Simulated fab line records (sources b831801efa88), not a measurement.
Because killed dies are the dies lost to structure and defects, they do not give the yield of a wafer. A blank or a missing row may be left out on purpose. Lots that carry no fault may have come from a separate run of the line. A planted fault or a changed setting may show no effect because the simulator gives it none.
Comparing a struck lot with a sound one / flow sky130 / 17 steps out of a route of 708
Sound: wafers L907.1, L907.3, L907.6. Wafers struck: L913.2, L913.3, L913.6. At the end, the cause is stated.
At each step with rows: each side's tool, then ch and its chambers, then its first start. Under that, the readings that differ: sound wafers / struck wafers / difference of the means / sigmas: that difference in standard deviations of wafers without a fault.
alike: a reading whose means differ by less than 2 such deviations, as well as words and numbers matching on both sides. not compared: withheld readings; readings where some wafer has no value; bounds like >300 that might hide an equal value; numbers whose values overlap and for which the record gives no deviation.
A row with sigmas, a row that says differs or no value, or rows on one side alone: a step with any of these is where the two part. Numbers that don't overlap but have no deviation are shown without sigmas and don't part them. Lack of a reading on every wafer of one side parts them only where that side has two or more wafers.

first, 5 steps without rows for these wafers: SKY_SD_N_COAT_02 (resist thk 1140 nm); SKY_SD_N_SOFTBAKE_03 (time 60 s); SKY_SD_N_EXPOSE_04 (exposes mask NSDM, target cd 380 nm); SKY_SD_N_PEB_05; SKY_SD_N_DEVELOP_06 (develop time 60 s).
SKY_SD_N_CD_MEAS_07: the cd target is 380 nm.
  sound on cd_sem-02 at day 30 20:19; struck on cd_sem-02 at day 32 20:58
  alike: cd_nm
SKY_SD_N_OVL_MEAS_08:
  sound on overlay-02 at day 30 20:26; struck on overlay-02 at day 32 21:05
reading=SD_N_OVL (nm); sound=-3.7 -3.3 -4.0; struck=-1.0 -0.5 -0.5; difference=+3.0; sigmas=+2
then, 2 steps without rows for these wafers: SKY_SD_N_IMPLANT_09; SKY_SD_N_IMPLANT_10.
SKY_SD_N_STRIP_11: strips in O2/N2.
  sound on plasma_asher-01 ch 0,1, day 30 20:46; struck on plasma_asher-03 ch 0,1, day 32 21:25
  alike: drypump_motor_current_A, oes_product_au, strip_time_to_endpoint_s
  not compared: rf_hours_counter_h
SKY_SD_N_TW_MEAS_12:
  sound on film_metro-03 at day 30 20:52; struck on film_metro-03 at day 32 21:31
  alike: SD_N_TW
then, 1 step without rows for these wafers: SKY_SD_N_CLEAN_13 (cleans in SC1/SC2, time 150 s).
SKY_SD_N_RTA_14: time 2 s.
  sound on rtp_anneal-02 ch 0, day 30 20:59; struck on rtp_anneal-02 ch 0, day 32 21:37
reading=lamp_power_pct (%); sound=15.71 15.63 15.68; struck=15.85 15.83 15.80; difference=+0.15; sigmas=+3
reading=wafer_temp_C_max; sound=1076.7 1076.8 1075.1; struck=1087.3 1087.8 1086.9; difference=+11.1; sigmas=+8
  alike: ramp_down_c_per_s
SKY_SD_N_RS_MEAS_16: measures by four-point-probe.
  sound on film_metro-03 at day 30 21:10; struck on film_metro-01 at day 32 21:49
reading=SD_N_RS (ohm/sq); sound=68.58 68.63 68.69; struck=66.95 66.84 66.96; difference=-1.72; sigmas=-13
SKY_SD_N_RS_MEAS_17: measures by four-point-probe.
  sound on film_metro-03 at day 30 21:17; struck on film_metro-01 at day 32 21:56
reading=SD_P_RS (ohm/sq); sound=147.2 147.5 147.4; struck=138.7 138.6 139.0; difference=-8.6; sigmas=-23
SKY_SD_N_RS_MEAS_18: measures by four-point-probe.
  sound on film_metro-03 at day 30 21:24; struck on film_metro-01 at day 32 22:03
  alike: RES_XHIGH_RS
-- a jump in the record: the struck wafers' starts before and after are 17 days apart (it breaks off in module SD_N and resumes in module PAD_OPEN, where the first step shown is number 708 of the route) --
SKY_PAD_OPEN_PROBE_99:
  sound on prober-02 at day 48 03:44; struck on prober-02 at day 49 12:23
reading=model.etest.res_xhigh_po.line_ohm_um; sound=5996 5890 5888; struck=5064 4882 4836; difference=-997; sigmas=
reading=model.etest.res_xhigh_po.rs_ohm_sq; sound=2076 2049 2044; struck=1789 1748 1719; difference=-304; sigmas=
reading=model.etest.res_pdiff.line_ohm_um; sound=1386 1386 1385; struck=1294 1279 1296; difference=-96; sigmas=
reading=model.etest.res_high_po.line_ohm_um; sound=777.8 760.5 755; struck=692.2 673.6 666.2; difference=-87.1; sigmas=
reading=model.etest.licon_high_po.rc_ohm; sound=362 364.9 357.6; struck=310.4 313.5 303.2; difference=-52.5; sigmas=
reading=model.etest.res_high_po.rs_ohm_sq; sound=266.2 266.1 265.3; struck=244.5 237.4 238.2; difference=-25.8; sigmas=
reading=model.etest.res_pdiff_hv.rs_ohm_sq; sound=190.4 191.4 192; struck=180.2 177.9 181.2; difference=-11.5; sigmas=
  alike: killed_at_M0_to_M3, killed_at_M4_up, killed_at_contacts, killed_at_front_end, killed_at_other, killed_dies, killed_open, killed_short
  not compared: model.etest.pfet_01v8.r_on_ohm_um

WHERE THEY PART
At SKY_SD_N_OVL_MEAS_08 first; at SKY_SD_N_RS_MEAS_17 last (within this record only). Later steps at which nothing parts them and some readings are alike: SKY_SD_N_RS_MEAS_18, SKY_PAD_OPEN_PROBE_99.

WHY: whatever the simulator had introduced
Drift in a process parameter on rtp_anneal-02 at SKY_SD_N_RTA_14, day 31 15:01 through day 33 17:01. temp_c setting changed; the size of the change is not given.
